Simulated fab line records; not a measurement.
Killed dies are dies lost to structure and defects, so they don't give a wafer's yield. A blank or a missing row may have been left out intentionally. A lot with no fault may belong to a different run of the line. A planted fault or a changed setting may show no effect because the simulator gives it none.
Comparing a struck lot with a sound one || flow sky130 || 31 steps out of a route of 708
Sound: these wafers, L637.2, L637.3, L637.4. The struck wafers were L635.2, L635.3, L635.5. At the end, the cause is stated.
Per side, at each step with rows, come the tool, then ch with its chambers, and then its first start. Under that, the readings that differ: sound wafers || struck wafers || difference of the means || sigmas: that difference in standard deviations of wafers without a fault.
alike: readings whose means differ by less than 2 such deviations, and words and numbers that are the same on both sides. not compared: withheld readings, readings that some wafer has no value for, bounds like >300 that may hide the same value, and numbers for which the record gives no deviation and whose values overlap.
The two part at a step that has a row with sigmas, a row that says differs or no value, or rows on one side only. Numbers that don't overlap but have no deviation are shown without sigmas and don't part them. Lack of a reading on every wafer of one side parts them only where that side has two or more wafers.

first, 6 steps without rows for these wafers: SKY_SONOS_TUNNEL_HMDS_01 (prime time 60 s); SKY_SONOS_TUNNEL_COAT_02 (resist thk 1140 nm); SKY_SONOS_TUNNEL_SOFTBAKE_03 (time 60 s); SKY_SONOS_TUNNEL_EXPOSE_04 (exposes mask TUNM, target cd 410 nm); SKY_SONOS_TUNNEL_PEB_05; SKY_SONOS_TUNNEL_DEVELOP_06 (develop time 60 s).
SKY_SONOS_TUNNEL_CD_MEAS_07: the cd target is 410 nm.
  sound on cd sem-01 at day 17 04:09; struck on cd sem-01 at day 16 20:17
  alike: cd nm
SKY_SONOS_TUNNEL_OVL_MEAS_08:
  sound on overlay-01 at day 17 04:15; struck on overlay-01 at day 16 20:23
  alike: SONOS_TUNNEL_OVL
then, 3 steps without rows for these wafers: SKY_SONOS_TUNNEL_IMPLANT_09; SKY_SONOS_TUNNEL_WET_ETCH_10 (etches SiO2 in dHF, target depth 14 nm, time 280 s); SKY_SONOS_TUNNEL_STRIP_11 (strips in SPM, time 600 s).
SKY_SONOS_TUNNEL_TW_MEAS_12:
  sound on film metro-01 at day 17 04:42; struck on film metro-04 at day 16 20:57
  alike: SONOS_TUNNEL_TW
SKY_SONOS_TUNNEL_CLEAN_13: cleans in dHF, time 20 s.
  sound on wet bench-03 ch 3, day 17 04:45; struck on wet bench-02 ch 2, day 16 21:00
  no value came back on the struck wafers for run length s (s), time s (s); on the sound wafers run length s (s) reads 48.0 48.0 48.0
{"reading": "model.SiO2_of_NWELL_OXIDATION_01.thk nm (nm)", "sound": "8.633 8.984 8.729", "struck": "9.801 9.775 9.572", "difference": "+0.934", "sigmas": ""}
then, 1 step without rows for these wafers: SKY_SONOS_ONO_OXIDATION_00 (stabilise 600 s, purge 300 s, target thk 2.6 nm).
SKY_SONOS_ONO_THK_MEAS_01:
  sound on film metro-04 at day 17 07:10; struck on film metro-04 at day 16 22:53
  alike: SONOS_ONO_OXIDATION_THK
then, 1 step without rows for these wafers: SKY_SONOS_ONO_CVD_02 (deposits Si3N4 from DCS/NH3, target thk 10.5 nm, time 180 s).
SKY_SONOS_ONO_THK_MEAS_03:
  sound on film metro-01 at day 17 08:36; struck on film metro-01 at day 17 01:02
  alike: SONOS_ONO_CVD_02_THK
then, 1 step without rows for these wafers: SKY_SONOS_ONO_CVD_04 (deposits SiO2 from SiH4/N2O, target thk 5.7199 nm).
SKY_SONOS_ONO_THK_MEAS_05:
  sound on film metro-03 at day 17 10:34; struck on film metro-04 at day 17 02:58
  alike: SONOS_ONO_CVD_04_THK
then, 7 steps without rows for these wafers: SKY_SONOS_ONO_DEHYDRATE_06 (time 60 s); SKY_SONOS_ONO_HMDS_07 (prime time 60 s); SKY_SONOS_ONO_COAT_08 (resist thk 1140 nm); SKY_SONOS_ONO_SOFTBAKE_09 (time 60 s); SKY_SONOS_ONO_EXPOSE_10 (exposes mask ONOM, target cd 410 nm); SKY_SONOS_ONO_PEB_11; SKY_SONOS_ONO_DEVELOP_12 (develop time 60 s).
SKY_SONOS_ONO_CD_MEAS_13: the cd target is 410 nm.
  sound on cd sem-01 at day 18 15:53; struck on cd sem-01 at day 18 08:47
  alike: cd nm
SKY_SONOS_ONO_OVL_MEAS_14:
  sound on overlay-01 at day 18 15:59; struck on overlay-01 at day 18 08:53
  alike: SONOS_ONO_OVL
SKY_SONOS_ONO_ETCH_15: etches the open film in CHF3/O2, target depth 19.52 nm, time 7.8 s.
  sound on rie diel-01 ch 0,2,3, day 18 16:01; struck on rie diel-04 ch 1,3, day 18 08:55
{"reading": "model.SiO2_of_NWELL_OXIDATION_01.thk nm (nm)", "sound": "5.373 5.596 5.332", "struck": "6.44 6.529 6.2", "difference": "+0.96", "sigmas": ""}
  alike: drypump motor current A, oes product au, throttle valve pct
  not compared: rf hours counter h
then, 1 step without rows for these wafers: SKY_SONOS_ONO_WET_ETCH_16 (etches SiO2 in dHF, target depth 14 nm, time 280 s).
-- record jumps: 31 days separate the struck wafers' starts on either side; left off in module SONOS_ONO, taken up again in module PAD_OPEN, whose first shown step is the route's number 708 --
SKY_PAD_OPEN_PROBE_99:
  sound on prober-01 at day 49 18:43; struck on prober-02 at day 49 16:34
{"reading": "model.etest.cap ono.gate bv v (V)", "sound": "16.22 16.11 16.04", "struck": "12.99 12.66 13.08", "difference": -3.21, "sigmas": ""}
{"reading": "model.etest.cap ono.gate log10 a cm2", "sound": "-7.92 -7.882 -7.921", "struck": "-6.343 -6.147 -6.298", "difference": "+1.645", "sigmas": ""}
{"reading": "model.etest.sonos baked.vt less v (V)", "sound": "-0.519 -0.5394 -0.4871", "struck": "-0.7295 -0.7253 -0.7502", "difference": -0.2198, "sigmas": ""}
{"reading": "model.etest.sonos baked.vt v (V)", "sound": "0.9308 0.9767 0.98", "struck": "0.6944 0.7 0.7011", "difference": -0.2640, "sigmas": ""}
  alike: killed_at_M0_to_M3, killed_at_M4_up, killed at contacts, killed at front end, killed at other, killed dies, killed open, killed short

== WHERE THEY PART ==
Only at SKY_SONOS_TUNNEL_CLEAN_13, as far as this record shows. Later steps at which nothing parts them and some readings are alike: SKY_SONOS_ONO_THK_MEAS_01, SKY_SONOS_ONO_THK_MEAS_03, SKY_SONOS_ONO_THK_MEAS_05, SKY_SONOS_ONO_CD_MEAS_13, SKY_SONOS_ONO_OVL_MEAS_14, SKY_SONOS_ONO_ETCH_15, SKY_PAD_OPEN_PROBE_99.

WHY: whatever the simulator had introduced
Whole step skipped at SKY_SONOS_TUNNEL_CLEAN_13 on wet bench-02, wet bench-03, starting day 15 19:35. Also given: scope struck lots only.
